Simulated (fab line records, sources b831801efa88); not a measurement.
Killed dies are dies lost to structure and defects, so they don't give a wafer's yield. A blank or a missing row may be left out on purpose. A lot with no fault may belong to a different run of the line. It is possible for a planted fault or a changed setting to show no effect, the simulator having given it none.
Chamber matching || flow sky130 || SKY_PAD_OPEN_ETCH_07 on rieDiel-01: 4 sister chambers
The step etches the open film in CF4/O2, stops on AlCu, target depth 725 nm, time 161.1 s. 27 wafers are shown with their chamber, then 12 later ones without.

## WAFERS, EACH WITH ITS CHAMBER
{"wafer": "L074.1", "chamber": 1, "drypumpMotorCurrentA (A)": 5.5, "oesProductAu (a.u.)": 0.974, "throttleValvePct (%)": 5.956}
{"wafer": "L074.4", "chamber": 0, "drypumpMotorCurrentA (A)": 4.9, "oesProductAu (a.u.)": 0.992, "throttleValvePct (%)": 5.961}
{"wafer": "L074.6", "chamber": 2, "drypumpMotorCurrentA (A)": 5.8, "oesProductAu (a.u.)": 0.986, "throttleValvePct (%)": 5.948}
{"wafer": "L076.1", "chamber": 1, "drypumpMotorCurrentA (A)": 5.5, "oesProductAu (a.u.)": 0.971, "throttleValvePct (%)": 5.965}
{"wafer": "L076.2", "chamber": 3, "drypumpMotorCurrentA (A)": 5.5, "oesProductAu (a.u.)": 0.978, "throttleValvePct (%)": 5.968}
{"wafer": "L076.4", "chamber": 2, "drypumpMotorCurrentA (A)": 5.8, "oesProductAu (a.u.)": 0.983, "throttleValvePct (%)": 5.952}
{"wafer": "L077.4", "chamber": 3, "drypumpMotorCurrentA (A)": 5.5, "oesProductAu (a.u.)": 0.971, "throttleValvePct (%)": 5.970}
{"wafer": "L077.5", "chamber": 3, "drypumpMotorCurrentA (A)": 5.5, "oesProductAu (a.u.)": 0.979, "throttleValvePct (%)": 5.952}
{"wafer": "L077.6", "chamber": 0, "drypumpMotorCurrentA (A)": 5.0, "oesProductAu (a.u.)": 0.988, "throttleValvePct (%)": 5.964}
{"wafer": "L078.4", "chamber": 3, "drypumpMotorCurrentA (A)": 5.5, "oesProductAu (a.u.)": 0.967, "throttleValvePct (%)": 5.962}
{"wafer": "L078.5", "chamber": 2, "drypumpMotorCurrentA (A)": 5.8, "oesProductAu (a.u.)": 0.973, "throttleValvePct (%)": 5.955}
{"wafer": "L078.6", "chamber": 1, "drypumpMotorCurrentA (A)": 5.5, "oesProductAu (a.u.)": 0.984, "throttleValvePct (%)": 5.955}
{"wafer": "L081.1", "chamber": 1, "drypumpMotorCurrentA (A)": 5.5, "oesProductAu (a.u.)": 0.972, "throttleValvePct (%)": 5.980}
{"wafer": "L081.3", "chamber": 2, "drypumpMotorCurrentA (A)": 5.8, "oesProductAu (a.u.)": 0.970, "throttleValvePct (%)": 5.970}
{"wafer": "L081.5", "chamber": 0, "drypumpMotorCurrentA (A)": 4.9, "oesProductAu (a.u.)": 0.987, "throttleValvePct (%)": 5.986}
{"wafer": "L082.1", "chamber": 3, "drypumpMotorCurrentA (A)": 5.5, "oesProductAu (a.u.)": 0.968, "throttleValvePct (%)": 5.970}
{"wafer": "L082.4", "chamber": 0, "drypumpMotorCurrentA (A)": 4.9, "oesProductAu (a.u.)": 0.980, "throttleValvePct (%)": 5.963}
{"wafer": "L082.5", "chamber": 3, "drypumpMotorCurrentA (A)": 5.5, "oesProductAu (a.u.)": 0.977, "throttleValvePct (%)": 5.988}
{"wafer": "L085.1", "chamber": 0, "drypumpMotorCurrentA (A)": 4.9, "oesProductAu (a.u.)": 0.991, "throttleValvePct (%)": 5.959}
{"wafer": "L085.2", "chamber": 1, "drypumpMotorCurrentA (A)": 5.5, "oesProductAu (a.u.)": 0.985, "throttleValvePct (%)": 5.964}
{"wafer": "L085.3", "chamber": 3, "drypumpMotorCurrentA (A)": 5.5, "oesProductAu (a.u.)": 0.974, "throttleValvePct (%)": 5.969}
{"wafer": "L086.2", "chamber": 3, "drypumpMotorCurrentA (A)": 5.5, "oesProductAu (a.u.)": 0.972, "throttleValvePct (%)": 5.957}
{"wafer": "L086.4", "chamber": 2, "drypumpMotorCurrentA (A)": 5.8, "oesProductAu (a.u.)": 0.986, "throttleValvePct (%)": 5.959}
{"wafer": "L086.6", "chamber": 3, "drypumpMotorCurrentA (A)": 5.5, "oesProductAu (a.u.)": 0.980, "throttleValvePct (%)": 5.966}
{"wafer": "L092.1", "chamber": 3, "drypumpMotorCurrentA (A)": 5.5, "oesProductAu (a.u.)": 0.975, "throttleValvePct (%)": 5.956}
{"wafer": "L092.2", "chamber": 0, "drypumpMotorCurrentA (A)": 5.0, "oesProductAu (a.u.)": 0.968, "throttleValvePct (%)": 5.957}
{"wafer": "L092.3", "chamber": 2, "drypumpMotorCurrentA (A)": 5.8, "oesProductAu (a.u.)": 0.984, "throttleValvePct (%)": 5.963}

SIGNATURES (means of the wafers above)
{"reading": "drypumpMotorCurrentA", "chamber 0": 4.933, "chamber 1": 5.500, "chamber 2": 5.800, "chamber 3": 5.500, "scatter within a chamber": 0.0241}
{"reading": "oesProductAu", "chamber 0": 0.98433, "chamber 1": 0.97720, "chamber 2": 0.98033, "chamber 3": 0.97410, "scatter within a chamber": 0.00667}
{"reading": "throttleValvePct", "chamber 0": 5.96500, "chamber 1": 5.96400, "chamber 2": 5.95783, "chamber 3": 5.96580, "scatter within a chamber": 0.00978}
Rule: for a wafer and a chamber, the distance is found by dividing, reading by reading, the gap between the wafer's reading and the chamber's mean by the reading's scatter, squaring, summing and taking the root. The wafer belongs to the nearest chamber; if the next one is less than 2 further off, it can't be placed. The scatter is the square root of a quotient: the sum, over the shown wafers, of each reading's squared deviation from its chamber's mean, divided by wafers minus chambers.

## WAFERS WHOSE CHAMBER IS MISSING
{"wafer": "L092.4", "drypumpMotorCurrentA (A)": 5.5, "oesProductAu (a.u.)": 0.981, "throttleValvePct (%)": 5.955}
{"wafer": "L092.5", "drypumpMotorCurrentA (A)": 5.0, "oesProductAu (a.u.)": 0.986, "throttleValvePct (%)": 5.958}
{"wafer": "L092.6", "drypumpMotorCurrentA (A)": 5.5, "oesProductAu (a.u.)": 0.979, "throttleValvePct (%)": 5.969}
{"wafer": "L093.1", "drypumpMotorCurrentA (A)": 5.5, "oesProductAu (a.u.)": 0.966, "throttleValvePct (%)": 5.951}
{"wafer": "L093.4", "drypumpMotorCurrentA (A)": 5.5, "oesProductAu (a.u.)": 0.970, "throttleValvePct (%)": 5.972}
{"wafer": "L093.5", "drypumpMotorCurrentA (A)": 5.8, "oesProductAu (a.u.)": 0.976, "throttleValvePct (%)": 5.975}
{"wafer": "L094.1", "drypumpMotorCurrentA (A)": 5.0, "oesProductAu (a.u.)": 0.977, "throttleValvePct (%)": 5.968}
{"wafer": "L094.2", "drypumpMotorCurrentA (A)": 5.5, "oesProductAu (a.u.)": 0.978, "throttleValvePct (%)": 5.960}
{"wafer": "L094.3", "drypumpMotorCurrentA (A)": 5.8, "oesProductAu (a.u.)": 0.977, "throttleValvePct (%)": 5.949}
{"wafer": "L097.1", "drypumpMotorCurrentA (A)": 5.5, "oesProductAu (a.u.)": 0.977, "throttleValvePct (%)": 5.967}
{"wafer": "L097.4", "drypumpMotorCurrentA (A)": 4.9, "oesProductAu (a.u.)": 0.995, "throttleValvePct (%)": 5.967}
{"wafer": "L097.6", "drypumpMotorCurrentA (A)": 5.5, "oesProductAu (a.u.)": 0.983, "throttleValvePct (%)": 5.980}

## WHICH CHAMBER EACH WENT THROUGH
{"wafer": "L092.4", "from the rows above": "can't be placed: 1 or 3", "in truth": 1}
{"wafer": "L092.5", "from the rows above": 0, "in truth": 0}
{"wafer": "L092.6", "from the rows above": "can't be placed: 1 or 3", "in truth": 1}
{"wafer": "L093.1", "from the rows above": "can't be placed: 3 or 1", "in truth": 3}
{"wafer": "L093.4", "from the rows above": "can't be placed: 3 or 1", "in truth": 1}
{"wafer": "L093.5", "from the rows above": 2, "in truth": 2}
{"wafer": "L094.1", "from the rows above": 0, "in truth": 0}
{"wafer": "L094.2", "from the rows above": "can't be placed: 1 or 3", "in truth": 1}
{"wafer": "L094.3", "from the rows above": 2, "in truth": 2}
{"wafer": "L097.1", "from the rows above": "can't be placed: 1 or 3", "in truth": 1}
{"wafer": "L097.4", "from the rows above": 0, "in truth": 0}
{"wafer": "L097.6", "from the rows above": "can't be placed: 1 or 3", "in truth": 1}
Placed correctly: 5 of 12. From these rows, 7 cannot be placed; in 7 the true chamber is one of the candidates. 0 placed wrongly.
